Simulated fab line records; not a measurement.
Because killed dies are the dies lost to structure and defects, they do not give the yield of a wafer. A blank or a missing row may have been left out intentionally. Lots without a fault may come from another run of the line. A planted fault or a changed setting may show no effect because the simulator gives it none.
fab line records | flow sky130
[record] lots = 7 | wafers = 21 | lastDay = 50
route steps=708 shown VT_ADJUST_LVTN@100 PAD_OPEN@708
lots that met no fault: taken from a fault-free run of the same line
startH: hours from the record's first day to the start of the lot's first wafer shown | waitH: hours from the lot's prior step to this one | " unchanged from the row above | L1.1+2: one row covering several wafers at once | - no value present, or no start provided | * or withheld: withheld | < > ~ a bound
route shown NAME@n: NAME is a module with steps in the file, n the number in the route of the first one | usual: mean/standard deviation taken from wafers without a fault | same: alike in all rows | chamber/n: place in a boat | sites: each site's reading | _std_site: standard deviation across them | _edge_site: the outer-site mean with the inner-site mean subtracted | radiusMm: how far each site lies from the wafer's centre | mask NAME#n: copy n | behind: tool/chamber where the wafer was last shaped | hold: why the lot went on hold/how many hours it stayed there/how the hold came to an end | device: the transistor (n, p or np) that didn't switch | end of line: the tests these same wafers got at the end of their route | for a step that has no rows: nothing shown but its recipe | killed: dies that structure and defects cost at the first sort, which is not the same as the wafer's yield | map: dies across one wafer; x = killed, . = not, _ = none there
set.NAME: the run value of the setting; set.NAME@STEP: its run value at that earlier step | model.NAME: the simulator's own value behind a step, which no gauge read
lots at some steps of the route; a table a step, a row a wafer
services: when a tool's chamber went out of use (startH, in hours from the record's first day, below 0 if earlier), for how many hours, and the reason
[[steps]]
[step SKY_VT_ADJUST_LVTN_SOFTBAKE_03]
[recipe] tempC = 110 | timeS = withheld
[step SKY_VT_ADJUST_LVTN_EXPOSE_04]
[recipe] maskId = NWM_COMPLEMENT_LESS_NATIVE | na = 0.6 | sourceShape = conventional | sigmaOuter = 0.6 | polarization = unpolarized | targetCdNm = 840 | doseMj = 194
[step SKY_VT_ADJUST_LVTN_PEB_05]
[recipe] tempC = 115 | timeS = withheld
[step SKY_VT_ADJUST_LVTN_DEVELOP_06]
[recipe] wallAngleDeg = 90 | developer = TMAH | developTimeS = 60 | devTempC = 23
[step SKY_VT_ADJUST_LVTN_OVL_MEAS_07]
[usual] VT_ADJUST_LVTN_OVL = 0.3/1.3
lot.wafer | tool       | chamber | startH | waitH | VT_ADJUST_LVTN_OVL[nm]
L165.1    | overlay-01 | -       | 183.54 | -     | 0.4
L165.2    | "          | -       | "      | "     | -1.8
L165.4    | "          | -       | "      | "     | -1.2
L168.1    | overlay-01 | -       | 210.04 | -     | 1.8
L168.2    | "          | -       | "      | "     | 1.6
L168.3    | "          | -       | "      | "     | -1.2
L169.3    | overlay-02 | -       | 214.99 | -     | 3.2
L169.4    | "          | -       | "      | "     | 1.7
L169.6    | "          | -       | "      | "     | 1.2
L170.2    | overlay-01 | -       | 215.47 | -     | 0.6
L170.3    | "          | -       | "      | "     | 1.5
L170.5    | "          | -       | "      | "     | 0.7
L171.1    | overlay-01 | -       | 216.04 | -     | 1.2
L171.2    | "          | -       | "      | "     | 1.8
L171.5    | "          | -       | "      | "     | -0.5
L172.1    | overlay-01 | -       | 220.96 | -     | -1.5
L172.2    | "          | -       | "      | "     | -0.5
L172.4    | "          | -       | "      | "     | 0.3
L183.1    | overlay-02 | -       | 293.46 | -     | 0.4
L183.3    | "          | -       | "      | "     | -0.7
L183.4    | "          | -       | "      | "     | 0.1
[step SKY_VT_ADJUST_LVTN_IMPLANT_08]
[recipe] species = B | energyKev = 30 | doseCm2 = 1.57e+12 | tiltDeg = withheld
[step SKY_VT_ADJUST_LVTN_STRIP_09]
[recipe] chemistry = O2/N2 | powerW = 1400 | pressureMtorr = 1500 | platenTempC = withheld | o2FlowSccm = 3000 | n2FlowSccm = 300 | overashFraction = 0.5
[usual] drypumpMotorCurrentA = 5.76/0.11 | n2FlowSccm = 300.0/0.95 | oesProductAu = 0.723/0.0042 | stripTimeToEndpointS = 36.94/0.094
[same] overashFraction = 0.5
lot.wafer | tool           | chamber | startH | waitH | drypumpMotorCurrentA | n2FlowSccm | oesProductAu | rfHoursCounterH | stripTimeToEndpointS
L165.1    | plasmaAsher-02 | 1       | 183.72 | 0.1   | 5.87                 | 299.5      | 0.715        | 38              | 37.11
L165.2    | "              | 0       | "      | "     | 5.51                 | 299.3      | 0.725        | 38              | 36.99
L165.4    | "              | 1       | "      | "     | 5.87                 | 299.8      | 0.718        | -               | 37.06
L168.1    | plasmaAsher-01 | 1       | 210.22 | 0.1   | 5.77                 | 299.2      | 0.722        | 51              | 36.78
L168.2    | "              | 0       | "      | "     | 5.82                 | 299.7      | 0.718        | 51              | 36.96
L168.3    | "              | 0       | "      | "     | 5.80                 | 299.7      | 0.720        | -               | 36.94
L169.3    | plasmaAsher-01 | 0       | 215.20 | 0.1   | 5.85                 | 300.4      | 0.723        | -               | 37.04
L169.4    | "              | 1       | "      | "     | 5.76                 | 299.5      | 0.721        | -               | 37.12
L169.6    | "              | 1       | "      | "     | 5.77                 | 300.3      | 0.729        | -               | 36.95
L170.2    | plasmaAsher-01 | 1       | 215.65 | 0.1   | 5.78                 | 301.5      | 0.724        | 51              | 37.08
L170.3    | "              | 1       | "      | "     | 5.75                 | 302.1      | 0.726        | -               | 37.16
L170.5    | "              | 1       | "      | "     | 5.77                 | 301.9      | 0.718        | -               | 36.97
L171.1    | plasmaAsher-02 | 1       | 216.22 | 0.1   | 5.85                 | 301.0      | 0.721        | 42              | 36.94
L171.2    | "              | 0       | "      | "     | 5.53                 | 301.0      | 0.718        | 42              | 36.92
L171.5    | "              | 0       | "      | "     | 5.52                 | 300.3      | 0.726        | -               | 36.90
L172.1    | plasmaAsher-01 | 1       | 221.15 | 0.1   | 5.79                 | 299.4      | 0.721        | 52              | 36.94
L172.2    | "              | 0       | "      | "     | 5.84                 | 299.0      | 0.726        | 52              | 36.93
L172.4    | "              | 1       | "      | "     | 5.77                 | 299.6      | 0.722        | -               | 36.83
L183.1    | plasmaAsher-01 | 0       | 293.65 | 0.1   | 5.81                 | 299.8      | 0.727        | 59              | 37.05
L183.3    | "              | 1       | "      | "     | 5.79                 | 299.1      | 0.723        | -               | 37.16
L183.4    | "              | 0       | "      | "     | 5.83                 | 301.3      | 0.723        | -               | 36.89
[step SKY_VT_ADJUST_LVTN_TW_MEAS_10]
[usual] VT_ADJUST_LVTN_TW = 241/3.1
lot.wafer | tool         | chamber | startH | waitH | VT_ADJUST_LVTN_TW
L165.1    | filmMetro-01 | -       | 183.82 | 0.1   | 237
L165.2    | "            | -       | "      | "     | 236
L165.4    | "            | -       | "      | "     | 238
L168.1    | filmMetro-01 | -       | 210.32 | 0.1   | 239
L168.2    | "            | -       | "      | "     | 240
L168.3    | "            | -       | "      | "     | 239
L169.3    | filmMetro-04 | -       | 215.29 | 0.1   | 243
L169.4    | "            | -       | "      | "     | 244
L169.6    | "            | -       | "      | "     | 243
L170.2    | filmMetro-03 | -       | 215.76 | 0.1   | 239
L170.3    | "            | -       | "      | "     | 239
L170.5    | "            | -       | "      | "     | 240
L171.1    | filmMetro-04 | -       | 216.32 | 0.1   | 246
L171.2    | "            | -       | "      | "     | 246
L171.5    | "            | -       | "      | "     | 246
L172.1    | filmMetro-03 | -       | 221.25 | 0.1   | 239
L172.2    | "            | -       | "      | "     | 240
L172.4    | "            | -       | "      | "     | 239
L183.1    | filmMetro-03 | -       | 293.75 | 0.1   | 240
L183.3    | "            | -       | "      | "     | 240
L183.4    | "            | -       | "      | "     | 240
[step SKY_VT_ADJUST_LVTN_DEHYDRATE_11]
[recipe] tempC = 200 | timeS = 60
[step SKY_VT_ADJUST_LVTN_HMDS_12]
[recipe] primeTimeS = 60 | primeTempC = 120
[step SKY_VT_ADJUST_LVTN_COAT_13]
[recipe] resist = NOVOLAK | spinRpm = 3000 | resistThkNm = 1140
[step SKY_VT_ADJUST_LVTN_SOFTBAKE_14]
[recipe] tempC = 90 | timeS = 60 | resist = NOVOLAK
[step SKY_VT_ADJUST_LVTN_EXPOSE_15]
[recipe] maskId = HVN_STD_DERIVED | na = 0.6 | sourceShape = conventional | sigmaOuter = 0.6 | polarization = unpolarized | targetCdNm = 600 | doseMj = 163
lot.wafer  | tool            | chamber | startH | waitH | mask              | model.VT_ADJUST_LVTN.overlayXNm
L165.1+2+4 | ilineStepper-02 | 0       | 194.46 | -     | HVN_STD_DERIVED#0 | -1.015
L168.1+2+3 | ilineStepper-01 | 0       | 222.04 | -     | HVN_STD_DERIVED#0 | 0.04956
L169.3+4+6 | ilineStepper-02 | 0       | 227.10 | -     | HVN_STD_DERIVED#0 | 273.6
L170.2+3+5 | ilineStepper-02 | 0       | 227.55 | -     | HVN_STD_DERIVED#0 | 272.3
L171.1+2+5 | ilineStepper-02 | 0       | 228.26 | -     | HVN_STD_DERIVED#0 | 273.5
L172.1+2+4 | ilineStepper-01 | 0       | 232.84 | -     | HVN_STD_DERIVED#0 | -0.2434
L183.1+3+4 | ilineStepper-01 | 0       | 306.84 | -     | HVN_STD_DERIVED#0 | 0.3282
[step SKY_VT_ADJUST_LVTN_PEB_16]
[recipe] tempC = withheld | timeS = * | resist = NOVOLAK
[step SKY_VT_ADJUST_LVTN_DEVELOP_17]
[recipe] resist = NOVOLAK | developer = TMAH | developTimeS = 60 | devTempC = 23
[step SKY_VT_ADJUST_LVTN_OVL_MEAS_18]
[usual] VT_ADJUST_LVTN_01_OVL = -0.5/1.5
lot.wafer | tool       | chamber | startH | waitH | VT_ADJUST_LVTN_01_OVL[nm]
L165.1    | overlay-01 | -       | 205.36 | 0.1   | -2.4
L165.2    | "          | -       | "      | "     | -2.5
L165.4    | "          | -       | "      | "     | -2.1
L168.1    | overlay-02 | -       | 233.44 | 0.1   | -0.9
L168.2    | "          | -       | "      | "     | -2.3
L168.3    | "          | -       | "      | "     | -1.4
L169.3    | overlay-01 | -       | 238.50 | 0.1   | 272.5
L169.4    | "          | -       | "      | "     | 273.7
L169.6    | "          | -       | "      | "     | 274.5
L170.2    | overlay-02 | -       | 238.79 | 0.1   | 271.9
L170.3    | "          | -       | "      | "     | 271.6
L170.5    | "          | -       | "      | "     | 272.8
L171.1    | overlay-01 | -       | 239.09 | 0.1   | 270.8
L171.2    | "          | -       | "      | "     | 271.0
L171.5    | "          | -       | "      | "     | 269.7
L172.1    | overlay-02 | -       | 244.03 | 0.1   | -0.5
L172.2    | "          | -       | "      | "     | 0.0
L172.4    | "          | -       | "      | "     | 0.1
L183.1    | overlay-02 | -       | 319.36 | 0.1   | 2.4
L183.3    | "          | -       | "      | "     | -0.9
L183.4    | "          | -       | "      | "     | -0.1
[step SKY_VT_ADJUST_LVTN_IMPLANT_19]
[recipe] species = B | energyKev = 30 | doseCm2 = 6.5e+11 | tiltDeg = withheld
[step SKY_PAD_OPEN_PROBE_99]
[usual] killed_at_M0_to_M3 = 43/6.9 | killed_at_M4_up = 3.0/1.8 | killedAtContacts = 24/4.8 | killedAtFrontEnd = 15/4.5 | killedAtOther = 0.4/0.67 | killedDies = 86/9.2 | killedOpen = 46/6.9 | killedShort = 39/6
[same] grossDies = 492 | killedAtBackSide = 0
lot.wafer | tool      | chamber | startH  | waitH | killed_at_M0_to_M3 | killed_at_M4_up | killedAtContacts | killedAtFrontEnd | killedAtOther | killedDies | killedOpen | killedShort | model.etest.nfet_16v.driveUaUm | model.etest.nfet_05v0_nvt.offLog10AUm | model.etest.nfetG5v0d10v5.vtSatV | model.etest.nfetG5v0d10v5.vtV | model.etest.nfet_16v.vtV | model.etest.nfet_05v0_nvt.vtSatV | model.etest.nfet_05v0_nvt.vtV
L165.1    | prober-01 | -       | 1122.22 | 0.1   | 42                 | 2               | 17               | 10               | 0             | 71         | 36         | 35          | 225.9                          | -10.85                                | 0.7562                           | 0.8129                        | 0.752                    | 0.2786                           | 0.3047
L165.2    | prober-01 | -       | 1122.27 | 0.1   | 43                 | 6               | 23               | 17               | 0             | 89         | 45         | 44          | 225.1                          | -10.82                                | 0.7586                           | 0.816                         | 0.7557                   | 0.2852                           | 0.3106
L165.4    | prober-01 | -       | 1122.37 | 0.2   | 45                 | 3               | 26               | 16               | 0             | 90         | 48         | 42          | 226.4                          | -10.8                                 | 0.7458                           | 0.8028                        | 0.7495                   | 0.2767                           | 0.3025
L168.1    | prober-02 | -       | 1142.39 | 0.1   | 32                 | 5               | 21               | 17               | 0             | 75         | 42         | 32          | 222                            | -10.8                                 | 0.7574                           | 0.8165                        | 0.763                    | 0.2837                           | 0.3079
L168.2    | prober-02 | -       | 1142.44 | 0.1   | 35                 | 4               | 27               | 11               | 1             | 78         | 35         | 43          | 226.3                          | -10.97                                | 0.7635                           | 0.8235                        | 0.7666                   | 0.2888                           | 0.312
L168.3    | prober-02 | -       | 1142.49 | 0.2   | 39                 | 4               | 25               | 8                | 0             | 76         | 36         | 40          | 224                            | -10.72                                | 0.7512                           | 0.811                         | 0.7524                   | 0.2756                           | 0.3043
L170.2    | prober-01 | -       | 1144.62 | 0.1   | 45                 | 0               | 28               | 17               | 0             | 90         | 50         | 40          | 238.3                          | -11.25                                | 0.7055                           | 0.7759                        | 0.7263                   | 0.3083                           | 0.331
L170.3    | prober-01 | -       | 1144.67 | 0.2   | 48                 | 4               | 20               | 14               | 0             | 86         | 47         | 38          | 235.6                          | -11.1                                 | 0.6963                           | 0.7696                        | 0.729                    | 0.2915                           | 0.3173
L170.5    | prober-01 | -       | 1144.77 | 0.2   | 38                 | 6               | 19               | 9                | 0             | 72         | 34         | 38          | 230.4                          | -10.98                                | 0.6924                           | 0.7661                        | 0.732                    | 0.2925                           | 0.3185
L169.3    | prober-02 | -       | 1145.99 | 0.2   | 31                 | 8               | 21               | 21               | 0             | 81         | 41         | 40          | 237.3                          | -11.18                                | 0.6974                           | 0.7706                        | 0.726                    | 0.2922                           | 0.3169
L169.4    | prober-02 | -       | 1146.04 | 0.2   | 37                 | 7               | 29               | 11               | 0             | 84         | 40         | 44          | 235.9                          | -11.04                                | 0.6878                           | 0.7606                        | 0.72                     | 0.2915                           | 0.3179
L169.6    | prober-02 | -       | 1146.14 | 0.2   | 38                 | 6               | 21               | 25               | 0             | 90         | 49         | 41          | 232.1                          | -11.12                                | 0.7153                           | 0.7862                        | 0.7391                   | 0.3008                           | 0.3264
L171.1    | prober-01 | -       | 1147.47 | 0.1   | 35                 | 2               | 29               | 10               | 1             | 77         | 42         | 34          | 235                            | -11.26                                | 0.7168                           | 0.7897                        | 0.7417                   | 0.3122                           | 0.3375
L171.2    | prober-01 | -       | 1147.52 | 0.1   | 37                 | 5               | 21               | 12               | 0             | 75         | 43         | 32          | 234.1                          | -11.21                                | 0.7217                           | 0.7917                        | 0.7413                   | 0.3089                           | 0.3337
L171.5    | prober-01 | -       | 1147.67 | 0.2   | 35                 | 7               | 17               | 9                | 0             | 68         | 38         | 30          | 230.2                          | -11.34                                | 0.7201                           | 0.7913                        | 0.7491                   | 0.3085                           | 0.336
L172.1    | prober-02 | -       | 1153.92 | 0.1   | 46                 | 3               | 31               | 15               | 0             | 95         | 51         | 43          | 232.5                          | -11.03                                | 0.7584                           | 0.8162                        | 0.7579                   | 0.2868                           | 0.31
L172.2    | prober-02 | -       | 1153.97 | 0.1   | 41                 | 3               | 19               | 13               | 1             | 77         | 38         | 38          | 232.4                          | -10.91                                | 0.752                            | 0.8115                        | 0.7575                   | 0.285                            | 0.3123
L172.4    | prober-02 | -       | 1154.07 | 0.2   | 57                 | 5               | 32               | 18               | 0             | 112        | 54         | 57          | 231                            | -10.88                                | 0.743                            | 0.8014                        | 0.7487                   | 0.2821                           | 0.3062
L183.1    | prober-02 | -       | 1199.84 | 0.1   | 50                 | 2               | 23               | 8                | 0             | 83         | 44         | 39          | 224.3                          | -10.87                                | 0.7539                           | 0.8113                        | 0.7609                   | 0.2898                           | 0.3152
L183.3    | prober-02 | -       | 1199.94 | 0.2   | 50                 | 5               | 21               | 10               | 1             | 87         | 42         | 45          | 225.3                          | -10.9                                 | 0.764                            | 0.8212                        | 0.7639                   | 0.2914                           | 0.3164
L183.4    | prober-02 | -       | 1199.99 | 0.2   | 42                 | 2               | 20               | 20               | 1             | 85         | 46         | 39          | 222.8                          | -11.1                                 | 0.7714                           | 0.8312                        | 0.7762                   | 0.2961                           | 0.3221
// killed by level:class
L165.1 VIA1:geometricParticle:open=10 VIA3:geometricParticle:open=7 VIA1:geometricParticle:short=6 CONTACT:geometricParticle:open=5 VIA2:geometricParticle:open=5 LOCAL_INTERCONNECT:geometricParticle:short=4 CONTACT:geometricParticle:short=4 FIELD_ISO:geometricParticle:short=3
L165.2 VIA1:geometricParticle:open=16 LI_CONTACT:geometricParticle:open=8 CONTACT:geometricParticle:open=7 METAL1:geometricParticle:short=6 METAL2:geometricParticle:short=5 METAL4:geometricParticle:short=5 POLY_GATE:geometricParticle:short=4 LOCAL_INTERCONNECT:geometricParticle:short=4
L165.4 LI_CONTACT:geometricParticle:open=10 VIA1:geometricParticle:open=10 METAL1:geometricParticle:short=8 VIA2:geometricParticle:open=7 FIELD_ISO:geometricParticle:short=5 METAL2:geometricParticle:short=5 LOCAL_INTERCONNECT:geometricParticle:short=5 VIA3:geometricParticle:open=5
L168.1 LI_CONTACT:geometricParticle:open=9 FIELD_ISO:geometricParticle:open=8 VIA1:geometricParticle:open=8 CONTACT:geometricParticle:open=7 POLY_GATE:geometricParticle:short=7 METAL1:geometricParticle:short=5 VIA2:geometricParticle:open=4 METAL4:geometricParticle:short=4
L168.2 LI_CONTACT:geometricParticle:open=9 METAL1:geometricParticle:short=7 VIA1:geometricParticle:open=5 CONTACT:geometricParticle:open=5 CONTACT:geometricParticle:short=5 VIA1:geometricParticle:short=5 POLY_GATE:geometricParticle:short=4 METAL3:geometricParticle:short=4
L168.3 CONTACT:geometricParticle:open=9 LI_CONTACT:geometricParticle:open=8 VIA2:geometricParticle:open=8 VIA1:geometricParticle:open=7 METAL1:geometricParticle:short=6 METAL3:geometricParticle:short=5 FIELD_ISO:geometricParticle:short=4 CONTACT:geometricParticle:short=4
L170.2 CONTACT:geometricParticle:open=10 VIA3:geometricParticle:open=10 METAL2:geometricParticle:short=8 CONTACT:geometricParticle:short=7 METAL1:geometricParticle:short=7 POLY_GATE:geometricParticle:short=6 LI_CONTACT:geometricParticle:open=6 VIA1:geometricParticle:open=6
L170.3 VIA1:geometricParticle:open=9 VIA3:geometricParticle:open=8 LOCAL_INTERCONNECT:geometricParticle:short=6 CONTACT:geometricParticle:open=6 VIA2:geometricParticle:short=6 VIA2:geometricParticle:open=6 LI_CONTACT:geometricParticle:open=5 METAL2:geometricParticle:short=4
L170.5 LI_CONTACT:geometricParticle:open=8 VIA1:geometricParticle:open=8 METAL2:geometricParticle:short=7 VIA3:geometricParticle:open=6 VIA2:geometricParticle:open=4 METAL1:geometricParticle:short=4 VIA1:geometricParticle:short=4 METAL3:geometricParticle:short=4
L169.3 LI_CONTACT:geometricParticle:open=8 CONTACT:geometricParticle:open=7 METAL1:geometricParticle:short=7 METAL4:geometricParticle:short=7 VIA1:geometricParticle:open=5 FIELD_ISO:geometricParticle:short=4 POLY_GATE:geometricParticle:short=4 LOCAL_INTERCONNECT:geometricParticle:short=4
L169.4 CONTACT:geometricParticle:open=13 VIA1:geometricParticle:open=8 VIA1:geometricParticle:short=8 CONTACT:geometricParticle:short=7 METAL2:geometricParticle:short=6 LI_CONTACT:geometricParticle:open=5 METAL4:geometricParticle:short=5 VIA3:geometricParticle:open=4
L169.6 VIA1:geometricParticle:open=13 FIELD_ISO:geometricParticle:open=9 POLY_GATE:geometricParticle:short=7 VIA1:geometricParticle:short=6 LI_CONTACT:geometricParticle:open=5 VIA3:geometricParticle:open=5 LOCAL_INTERCONNECT:geometricParticle:short=4 VIA2:geometricParticle:open=4
L171.1 CONTACT:geometricParticle:open=13 VIA1:geometricParticle:open=10 CONTACT:geometricParticle:short=6 LI_CONTACT:geometricParticle:open=5 METAL1:geometricParticle:short=5 VIA1:geometricParticle:short=4 POLY_GATE:geometricParticle:open=3 LI_CONTACT:geometricParticle:short=3
L171.2 CONTACT:geometricParticle:open=10 VIA3:geometricParticle:open=7 VIA1:geometricParticle:open=7 VIA2:geometricParticle:open=5 SPACER:geometricParticle:open=4 LI_CONTACT:geometricParticle:short=4 VIA1:geometricParticle:short=4 FIELD_ISO:geometricParticle:short=3
L171.5 CONTACT:geometricParticle:open=9 VIA1:geometricParticle:open=9 VIA3:geometricParticle:open=8 METAL4:geometricParticle:short=6 LI_CONTACT:geometricParticle:open=4 METAL2:geometricParticle:short=4 VIA3:geometricParticle:short=4 POLY_GATE:geometricParticle:short=3
L172.1 VIA1:geometricParticle:open=12 CONTACT:geometricParticle:open=12 VIA3:geometricParticle:open=11 CONTACT:geometricParticle:short=7 LOCAL_INTERCONNECT:geometricParticle:short=6 POLY_GATE:geometricParticle:open=5 POLY_GATE:geometricParticle:short=5 METAL2:geometricParticle:short=5
L172.2 VIA1:geometricParticle:open=9 VIA2:geometricParticle:open=7 LOCAL_INTERCONNECT:geometricParticle:short=6 VIA3:geometricParticle:open=6 METAL1:geometricParticle:short=5 METAL2:geometricParticle:short=5 FIELD_ISO:geometricParticle:short=4 VIA1:geometricParticle:short=4
L172.4 VIA1:geometricParticle:open=17 CONTACT:geometricParticle:open=14 METAL2:geometricParticle:short=11 CONTACT:geometricParticle:short=8 VIA3:geometricParticle:short=6 VIA3:geometricParticle:open=5 LOCAL_INTERCONNECT:geometricParticle:short=5 METAL1:geometricParticle:short=5
L183.1 VIA3:geometricParticle:open=12 VIA1:geometricParticle:open=9 METAL1:geometricParticle:short=7 VIA1:geometricParticle:short=6 CONTACT:geometricParticle:short=6 CONTACT:geometricParticle:open=6 LI_CONTACT:geometricParticle:open=5 METAL2:geometricParticle:short=3
L183.3 VIA1:geometricParticle:open=13 METAL1:geometricParticle:short=9 LOCAL_INTERCONNECT:geometricParticle:short=7 VIA3:geometricParticle:open=6 FIELD_ISO:geometricParticle:short=5 VIA2:geometricParticle:open=5 VIA1:geometricParticle:short=5 LI_CONTACT:geometricParticle:open=4
L183.4 VIA1:geometricParticle:open=13 LOCAL_INTERCONNECT:geometricParticle:short=7 VIA1:geometricParticle:short=7 POLY_GATE:geometricParticle:open=6 FIELD_ISO:geometricParticle:short=5 LOCAL_INTERCONNECT:geometricParticle:open=5 LI_CONTACT:geometricParticle:open=4 VIA3:geometricParticle:open=4
[[services]]
tool            | chamber | startH | hours | kind
plasmaAsher-02  | -       | 173.29 | 0.4   | repair
ilineStepper-01 | -       | 176.55 | 1.7   | pm
ilineStepper-02 | -       | 242.89 | 1.7   | pm
[[key]]
[firstSign] step = SKY_VT_ADJUST_LVTN_OVL_MEAS_18 | reading = VT_ADJUST_LVTN_01_OVL | direction = up | sigmas = 99+ | usual = -0.5 | struck = 272.0
effect none on later readings
[modelEffect] step = SKY_VT_ADJUST_LVTN_EXPOSE_15 | value = VT_ADJUST_LVTN.overlayXNm | without = -0.01545 | struck = 273.1
[modelEffect] step = SKY_PAD_OPEN_PROBE_99 | value = etest.nfet_16v.driveUaUm | without = 226.5 | struck = 234.3
metAt SKY_VT_ADJUST_LVTN_EXPOSE_15
struckWafers L169.3,L169.4,L169.6,L170.2,L170.3,L170.5,L171.1,L171.2,L171.5
testerLeftOut L169,L170,L171
onsetBetween 194.46 227.10
[fault] kind = scannerMatchingOverlay | tool = ilineStepper-02 | chamber = - | onsetH = 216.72 | steps = SKY_VT_ADJUST_LVTN_EXPOSE_15 | offset = 273.15
// testerLeftOut: of these lots the tester's yield and bins aren't shown, on N5 and GAA mostly nor the transistor test; their killed dies are dies lost to structure and defects alone, not to doping, threshold or leakage, so they don't give the yield
